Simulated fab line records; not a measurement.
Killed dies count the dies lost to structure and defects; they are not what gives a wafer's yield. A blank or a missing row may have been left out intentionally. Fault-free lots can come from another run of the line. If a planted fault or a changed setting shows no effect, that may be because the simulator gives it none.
fab line records -- flow sky130
[record] lots = 6, wafers = 18, last-day = 50
route steps=708 shown FIELD_ISO@3
lots with no fault: from the same line, run without faults
start-h: hours from the record's first day to the start of the lot's first wafer shown -- wait-h: hours from the lot's prior step to this one -- " same as the row above -- L1.1+2: one row covering several wafers at once -- - no value present, or no start provided -- * or withheld: withheld -- < > ~ a bound
route shown NAME@n: names a module that has steps shown in the file, with the first one's number in the route -- usual: average and standard deviation across the fault-free wafers -- same: alike in all rows -- chamber/n: place in a boat -- sites: per-site readings -- _std_site: their standard deviation -- _edge_site: mean of outer sites minus mean of inner sites -- radius-mm: for every site, how far away it sits from the centre of the wafer -- mask NAME#n: copy n -- behind: the most recent tool/chamber to have shaped the wafer -- hold: why the lot was held/for how many hours/how that ended -- device: the transistor (n, p or np) that didn't switch -- end of line: at the end of the route, the tests of the same wafers -- a step given without rows: its recipe and nothing more -- killed: not the wafer's yield, but the dies lost to structure and defects at the first sort -- map: the dies of a wafer, with x for killed, . for not killed, _ for no die there
set.NAME: the run value of the setting; set.NAME@STEP: its run value at that earlier step -- model.NAME: the simulator's own value behind a step, which no gauge read
certain route steps with their lots: each step a table, each wafer a row
services: the hour from which a tool's chamber was out of use, counted from the record's first day as start-h (under 0 if before that day), plus the number of hours and why
[[steps]]
[step SKY_FIELD_ISO_THK_MEAS_02]
[recipe] reads = SiO2_of_FIELD_ISO_OXIDATION_01
[usual] FIELD_ISO_OXIDATION_00_THK = 12.01/0.25
lot.wafer,tool,chamber,start-h,wait-h,FIELD_ISO_OXIDATION_00_THK[nm]
L446.1,film-metro-03,-,17.70,0.0,12.10
L446.4,film-metro-03,-,17.70,0.0,12.19
L446.5,film-metro-03,-,17.70,0.0,12.20
L448.1,film-metro-02,-,26.67,0.0,11.81
L448.2,film-metro-02,-,26.67,0.0,11.81
L448.6,film-metro-02,-,26.67,0.0,11.82
L453.2,film-metro-04,-,52.48,0.0,12.09
L453.4,film-metro-04,-,52.48,0.0,11.72
L453.5,film-metro-04,-,52.48,0.0,11.94
L457.1,film-metro-04,-,71.63,0.0,11.73
L457.2,film-metro-04,-,71.63,0.0,11.85
L457.4,film-metro-04,-,71.63,0.0,11.61
L464.1,film-metro-02,-,106.63,0.0,12.23
L464.3,film-metro-02,-,106.63,0.0,12.10
L464.4,film-metro-02,-,106.63,0.0,12.31
L466.1,film-metro-02,-,121.56,0.0,12.07
L466.2,film-metro-02,-,121.56,0.0,12.11
L466.5,film-metro-02,-,121.56,0.0,12.36
[step SKY_FIELD_ISO_CVD_03]
[recipe] material = Si3N4, precursor = DCS/NH3, target-thk-nm = 165, temp-c = 770, time-s = 2830, pressure-mtorr = 250
[step SKY_FIELD_ISO_THK_MEAS_04]
[recipe] reads = Si3N4_of_FIELD_ISO_CVD_03
[usual] FIELD_ISO_CVD_03_THK = 165.3/1.6
lot.wafer,tool,chamber,start-h,wait-h,FIELD_ISO_CVD_03_THK[nm]
L446.1,film-metro-02,-,20.63,0.0,163.9
L446.4,film-metro-02,-,20.63,0.0,163.4
L446.5,film-metro-02,-,20.63,0.0,164.3
L448.1,film-metro-02,-,28.52,0.0,167.3
L448.2,film-metro-02,-,28.52,0.0,167.4
L448.6,film-metro-02,-,28.52,0.0,166.2
L453.2,film-metro-02,-,55.30,0.0,168.1
L453.4,film-metro-02,-,55.30,0.0,169.0
L453.5,film-metro-02,-,55.30,0.0,167.6
L457.1,film-metro-02,-,76.04,0.0,167.1
L457.2,film-metro-02,-,76.04,0.0,166.4
L457.4,film-metro-02,-,76.04,0.0,166.5
L464.1,film-metro-02,-,108.48,0.0,164.1
L464.3,film-metro-02,-,108.48,0.0,163.7
L464.4,film-metro-02,-,108.48,0.0,164.0
L466.1,film-metro-03,-,123.41,0.0,163.1
L466.2,film-metro-03,-,123.41,0.0,165.0
L466.5,film-metro-03,-,123.41,0.0,164.3
[step SKY_FIELD_ISO_DEHYDRATE_05]
[recipe] temp-c = 200, time-s = 60
[step SKY_FIELD_ISO_HMDS_06]
[recipe] prime-time-s = 60, prime-temp-c = 120
[step SKY_FIELD_ISO_COAT_07]
[recipe] resist = BARC, temp-c = withheld, time-s = withheld, spin-rpm = 3000, resist-thk-nm = 60
[step SKY_FIELD_ISO_COAT_08]
[recipe] resist = KrF-thick, spin-rpm = 3000, resist-thk-nm = 450
[step SKY_FIELD_ISO_SOFTBAKE_09]
[recipe] temp-c = 100, time-s = 90, resist = KrF-thick
[step SKY_FIELD_ISO_EXPOSE_10]
[recipe] mask-id = FOM, na = 0.68, source-shape = annular, sigma-inner = 0.4, sigma-outer = 0.8, target-cd-nm = 150, dose-mj = 28
[step SKY_FIELD_ISO_PEB_11]
[recipe] peb-temp-c = withheld, peb-time-s = withheld, resist = KrF-thick
[step SKY_FIELD_ISO_DEVELOP_12]
[recipe] develop-time-s = 60, resist = KrF-thick, dev-temp-c = 21
[step SKY_FIELD_ISO_CD_MEAS_13]
[recipe] target-cd-nm = 150
[usual] cd-nm = 150.1/1.5
lot.wafer,tool,chamber,start-h,wait-h,cd-nm
L446.1,cd-sem-02,-,35.57,-,149.4
L446.4,cd-sem-02,-,35.57,-,150.7
L446.5,cd-sem-02,-,35.57,-,149.5
L448.1,cd-sem-01,-,43.82,-,152.1
L448.2,cd-sem-01,-,43.82,-,150.0
L448.6,cd-sem-01,-,43.82,-,152.3
L453.2,cd-sem-01,-,71.07,-,150.1
L453.4,cd-sem-01,-,71.07,-,151.2
L453.5,cd-sem-01,-,71.07,-,149.2
L457.1,cd-sem-02,-,93.45,-,151.7
L457.2,cd-sem-02,-,93.45,-,150.6
L457.4,cd-sem-02,-,93.45,-,151.0
L464.1,cd-sem-02,-,125.85,-,148.9
L464.3,cd-sem-02,-,125.85,-,148.4
L464.4,cd-sem-02,-,125.85,-,149.6
L466.1,cd-sem-01,-,141.86,-,149.1
L466.2,cd-sem-01,-,141.86,-,148.4
L466.5,cd-sem-01,-,141.86,-,149.6
[step SKY_FIELD_ISO_ETCH_14]
[recipe] chemistry = N2/H2, target = BARC, ion-energy-ev = 200, source-w = 500, bias-w = 100, pressure-mtorr = 30, n2-flow-sccm = 100, h2-flow-sccm = 200, stop-on = SiO2, time-s = 45.9, target-depth-a = 600
[usual] drypump-motor-current-A = 5.5/0.38, n2-flow-sccm = 100.1/0.32, oes-product-au = 0.854/0.0048, rf-fwd-power-W = 494.3/1.8, run-length-s = 74.3/0.4, throttle-valve-pct = 13.225/0.0088
lot.wafer,tool,chamber,start-h,wait-h,drypump-motor-current-A,n2-flow-sccm,oes-product-au,rf-fwd-power-W,rf-hours-counter-h,run-length-s,throttle-valve-pct,model.KrF-thick_of_FIELD_ISO_COAT_08.thk-nm
L446.1,rie-diel-04,3,35.69,0.1,6.1,100.1,0.858,493.5,93,74.0,13.224,391
L446.4,rie-diel-04,0,35.69,0.1,5.0,100.3,0.854,494.0,177,74.3,13.222,393.7
L446.5,rie-diel-04,1,35.69,0.1,6.0,100.0,0.868,495.4,-,74.1,13.232,392.1
L448.1,rie-diel-02,2,43.94,0.1,5.3,100.6,0.853,495.9,158,75.1,13.222,393.9
L448.2,rie-diel-02,0,43.94,0.1,5.1,100.1,0.861,492.9,60,74.9,13.226,391.8
L448.6,rie-diel-02,1,43.94,0.1,5.8,100.2,0.856,490.5,-,74.2,13.215,394.2
L453.2,rie-diel-04,0,71.17,0.1,5.0,100.5,0.746,495.5,0,87.1,13.229,378.1
L453.4,rie-diel-04,3,71.17,0.1,6.1,100.5,0.750,492.7,-,86.5,13.218,378.3
L453.5,rie-diel-04,1,71.17,0.1,5.9,100.3,0.752,495.9,-,86.9,13.216,378.2
L457.1,rie-diel-04,0,93.57,0.1,5.0,99.7,0.751,497.6,1,86.8,13.234,382.4
L457.2,rie-diel-04,3,93.57,0.1,6.1,99.9,0.742,493.5,94,86.7,13.232,381.7
L457.4,rie-diel-04,1,93.57,0.1,5.9,99.9,0.753,496.4,136,87.1,13.207,381.2
L464.1,rie-diel-01,0,125.97,0.1,5.5,100.3,0.848,495.5,138,73.7,13.225,392.3
L464.3,rie-diel-01,3,125.97,0.1,5.5,100.4,0.857,494.4,31,74.1,13.232,394.9
L464.4,rie-diel-01,2,125.97,0.1,4.9,99.6,0.846,494.6,1,74.8,13.209,392.8
L466.1,rie-diel-02,3,141.98,0.1,5.8,100.1,0.858,491.9,0,74.0,13.224,391.7
L466.2,rie-diel-02,1,141.98,0.1,5.8,99.5,0.852,491.5,46,73.8,13.219,393
L466.5,rie-diel-02,3,141.98,0.1,5.8,100.0,0.852,490.9,-,74.0,13.215,392.6
[step SKY_FIELD_ISO_ETCH_15]
[recipe] chemistry = CHF3/O2, target-depth-nm = 180, stop-on = Si, source-w = 600, bias-w = 200, pressure-mtorr = 40, chf3-flow-sccm = 50, O2_flow_sccm = 5, time-s = 72
[usual] O2_flow_sccm = 5.001/0.017, drypump-motor-current-A = 5.5/0.38, oes-product-au = 0.947/0.007, rf-fwd-power-W = 594.8/1.9, run-length-s = 100.4/0.38, throttle-valve-pct = 8.844/0.0095
lot.wafer,tool,chamber,start-h,wait-h,O2_flow_sccm,drypump-motor-current-A,oes-product-au,rf-fwd-power-W,rf-hours-counter-h,run-length-s,throttle-valve-pct,model.KrF-thick_of_FIELD_ISO_COAT_08.thk-nm
L446.1,rie-diel-04,3,35.73,0.0,4.977,6.1,0.933,595.0,93,100.1,8.849,230.8
L446.4,rie-diel-04,0,35.73,0.0,5.007,5.0,0.944,595.9,177,100.4,8.837,238.7
L446.5,rie-diel-04,1,35.73,0.0,5.014,5.9,0.948,593.5,-,100.6,8.848,235.5
L448.1,rie-diel-02,2,43.98,0.0,5.003,5.2,0.948,596.2,158,101.2,8.838,239.8
L448.2,rie-diel-02,0,43.98,0.0,4.997,5.1,0.952,597.7,60,100.6,8.857,235.5
L448.6,rie-diel-02,1,43.98,0.0,4.975,5.8,0.949,593.1,-,100.2,8.837,242.6
L453.2,rie-diel-04,0,71.21,0.0,4.987,5.0,0.957,596.8,0,100.5,8.850,223.7
L453.4,rie-diel-04,3,71.21,0.0,5.011,6.1,0.958,595.3,-,100.1,8.844,219.3
L453.5,rie-diel-04,1,71.21,0.0,4.975,6.0,0.956,592.0,-,100.5,8.859,219
L457.1,rie-diel-04,0,93.61,0.0,5.032,5.0,0.954,592.2,1,100.7,8.847,226.4
L457.2,rie-diel-04,3,93.61,0.0,4.977,6.1,0.943,592.4,94,100.2,8.832,224.1
L457.4,rie-diel-04,1,93.61,0.0,5.001,5.9,0.953,599.8,136,100.6,8.848,223.8
L464.1,rie-diel-01,0,126.01,0.0,5.004,5.5,0.942,598.2,138,100.0,8.852,231.5
L464.3,rie-diel-01,3,126.01,0.0,5.020,5.5,0.937,596.1,32,100.3,8.846,240
L464.4,rie-diel-01,2,126.01,0.0,5.015,4.9,0.945,593.4,1,100.9,8.840,232.9
L466.1,rie-diel-02,3,142.03,0.0,5.011,5.8,0.936,595.3,0,99.5,8.846,238.5
L466.2,rie-diel-02,1,142.03,0.0,4.996,5.8,0.953,595.7,46,100.2,8.844,237.7
L466.5,rie-diel-02,3,142.03,0.0,5.007,5.8,0.942,595.3,-,100.0,8.866,240.8
[step SKY_FIELD_ISO_STRIP_16]
[recipe] chemistry = O2/N2, power-w = 1400, pressure-mtorr = 1500, platen-temp-c = withheld, o2-flow-sccm = 3000, n2-flow-sccm = 300, overash-fraction = 0.5
[usual] drypump-motor-current-A = 5.9/0.37, n2-flow-sccm = 300.3/0.91, o2-flow-sccm = 3000/8.6, oes-product-au = 0.377/0.0048, strip-time-to-endpoint-s = 3.54/0.038
lot.wafer,tool,chamber,start-h,wait-h,drypump-motor-current-A,n2-flow-sccm,o2-flow-sccm,oes-product-au,rf-hours-counter-h,strip-time-to-endpoint-s
L446.1,plasma-asher-03,1,35.79,0.0,6.2,300.0,2997,0.382,21,3.48
L446.4,plasma-asher-03,0,35.79,0.0,6.2,300.6,3010,0.380,-,3.58
L446.5,plasma-asher-03,0,35.79,0.0,6.2,300.0,3006,0.382,-,3.54
L448.1,plasma-asher-02,1,44.04,0.0,6.2,300.4,3010,0.381,33,3.59
L448.2,plasma-asher-02,0,44.04,0.0,5.1,301.2,3006,0.373,33,3.54
L448.6,plasma-asher-02,1,44.04,0.0,6.2,300.8,2999,0.385,-,3.62
L453.2,plasma-asher-03,1,71.27,0.0,6.2,300.0,2987,0.378,25,3.41
L453.4,plasma-asher-03,0,71.27,0.0,6.2,299.0,2994,0.373,-,3.38
L453.5,plasma-asher-03,0,71.27,0.0,6.2,299.7,2999,0.380,-,3.36
L457.1,plasma-asher-02,1,93.67,0.0,6.2,300.9,3008,0.374,38,3.45
L457.2,plasma-asher-02,0,93.67,0.0,5.1,300.1,2988,0.366,38,3.41
L457.4,plasma-asher-02,1,93.67,0.0,6.2,301.5,3000,0.371,-,3.41
L464.1,plasma-asher-03,1,126.07,0.0,6.2,301.6,3006,0.373,31,3.49
L464.3,plasma-asher-03,0,126.07,0.0,6.2,300.0,3001,0.380,-,3.60
L464.4,plasma-asher-03,1,126.07,0.0,6.2,300.8,2997,0.376,-,3.52
L466.1,plasma-asher-02,1,142.08,0.0,6.2,302.6,2991,0.374,2,3.58
L466.2,plasma-asher-02,0,142.08,0.0,5.1,301.5,2987,0.375,2,3.55
L466.5,plasma-asher-02,0,142.08,0.0,5.1,300.2,2989,0.383,-,3.60
[step SKY_FIELD_ISO_ETCH_17]
[recipe] target-depth-a = 3420, mask-material = Si3N4, chemistry = HBr/Cl2/O2, target = Si, taper-deg = 5, icp-w = 600, bias-w = 150, pressure-mtorr = 15, HBr_flow_sccm = 150, Cl2_flow_sccm = 40, O2_flow_sccm = 6, time-s = 97.7
[usual] O2_flow_sccm = 6.000/0.019, drypump-motor-current-A = 5.7/0.45, oes-product-au = 1.003/0.0085, rf-fwd-power-W = 596.0/1.9, run-length-s = 125.9/0.51, throttle-valve-pct = 25.654/0.0093
lot.wafer,tool,chamber,start-h,wait-h,O2_flow_sccm,drypump-motor-current-A,oes-product-au,rf-fwd-power-W,rf-hours-counter-h,run-length-s,throttle-valve-pct
L446.1,rie-si-02,2,35.89,0.1,6.021,6.6,1.019,595.3,66,125.6,25.650
L446.4,rie-si-02,0,35.89,0.1,5.976,5.2,0.996,598.7,73,126.9,25.658
L446.5,rie-si-02,1,35.89,0.1,5.989,5.1,1.026,594.8,-,126.1,25.649
L448.1,rie-si-01,2,44.14,0.1,6.018,5.8,1.009,596.7,89,125.5,25.635
L448.2,rie-si-01,3,44.14,0.1,6.023,5.2,1.009,597.6,78,126.5,25.646
L448.6,rie-si-01,1,44.14,0.1,6.006,5.7,1.009,597.5,-,125.3,25.647
L453.2,rie-si-01,0,71.37,0.1,6.016,5.9,1.006,594.2,54,126.6,25.649
L453.4,rie-si-01,3,71.37,0.1,6.019,5.2,0.998,595.0,78,126.1,25.645
L453.5,rie-si-01,1,71.37,0.1,5.989,5.7,1.004,594.0,-,125.6,25.650
L457.1,rie-si-01,2,93.77,0.1,6.005,5.7,1.010,597.4,90,125.2,25.655
L457.2,rie-si-01,0,93.77,0.1,6.008,5.9,1.003,596.3,54,126.8,25.651
L457.4,rie-si-01,3,93.77,0.1,6.009,5.2,0.993,596.9,79,126.8,25.653
L464.1,rie-si-02,1,126.17,0.1,5.994,5.1,0.995,600.3,0,125.8,25.659
L464.3,rie-si-02,3,126.17,0.1,5.982,5.9,1.004,597.0,0,126.3,25.660
L464.4,rie-si-02,2,126.17,0.1,5.974,6.6,0.995,594.8,67,125.5,25.643
L466.1,rie-si-01,1,142.18,0.1,5.997,5.7,1.002,594.0,129,125.2,25.655
L466.2,rie-si-01,0,142.18,0.1,6.026,5.9,1.007,598.7,54,126.3,25.653
L466.5,rie-si-01,3,142.18,0.1,6.005,5.2,0.993,595.6,-,126.5,25.657
[[services]]
tool,chamber,start-h,hours,kind
rie-diel-01,0,14.86,8.8,repair
plasma-asher-03,-,25.70,0.7,repair
plasma-asher-02,-,30.60,10.9,repair
rie-diel-04,0,37.88,-,clean
rie-diel-04,0,37.88,25.6,scheduled-down
rie-diel-04,0,37.88,25.6,vent-cycle
rie-diel-01,0,39.74,4.2,repair
rie-diel-01,2,53.60,14.8,repair
rie-diel-01,-,56.52,2.8,pm
plasma-asher-03,-,58.66,2.6,repair
rie-diel-04,2,63.51,-,clean
rie-diel-04,2,63.51,26.2,scheduled-down
rie-diel-04,2,63.51,26.2,vent-cycle
rie-si-02,2,72.10,2.2,repair
rie-si-02,-,84.46,14.6,pm
plasma-asher-02,-,108.75,9.0,pm
rie-diel-02,3,113.73,-,clean
rie-diel-02,3,113.73,16.8,scheduled-down
rie-diel-02,3,113.73,16.8,vent-cycle
plasma-asher-03,-,129.68,1.4,repair
rie-si-01,-,129.88,0.1,repair
rie-diel-02,2,132.11,-,clean
rie-diel-01,-,136.45,0.3,repair
rie-si-01,-,140.73,0.6,repair
[[key]]
[first-sign] step = SKY_FIELD_ISO_ETCH_14, reading = run-length-s, direction = up, sigmas = 31, usual = *, struck = *
[effect] step = SKY_FIELD_ISO_ETCH_14, reading = oes-product-au, direction = down, sigmas = 22, usual = 0.854, struck = 0.749
[effect] step = SKY_FIELD_ISO_STRIP_16, reading = strip-time-to-endpoint-s, direction = down, sigmas = 3.5, usual = *, struck = *
[model-effect] step = SKY_FIELD_ISO_ETCH_14, value = KrF-thick_of_FIELD_ISO_COAT_08.thk-nm, without = 392, struck = 380
[model-effect] step = SKY_FIELD_ISO_ETCH_15, value = KrF-thick_of_FIELD_ISO_COAT_08.thk-nm, without = 234.7, struck = 222.7
met-at SKY_FIELD_ISO_ETCH_14
struck-wafers L453.2,L453.4,L453.5,L457.1,L457.2,L457.4
tester-left-out L453,L457
onset-between 35.69 71.17
[fault] kind = process-parameter-drift, tool = rie-diel-04, chamber = -, onset-h = 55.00, steps = SKY_FIELD_ISO_ETCH_14, channel = time-s, offset = *, shape = step, end-h = 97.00, acts-in = *, stated = *
// tester-left-out: of these lots the tester's yield and bins aren't shown, on N5 and GAA mostly nor the transistor test; their killed dies are dies lost to structure and defects alone, not to doping, threshold or leakage, so they don't give the yield
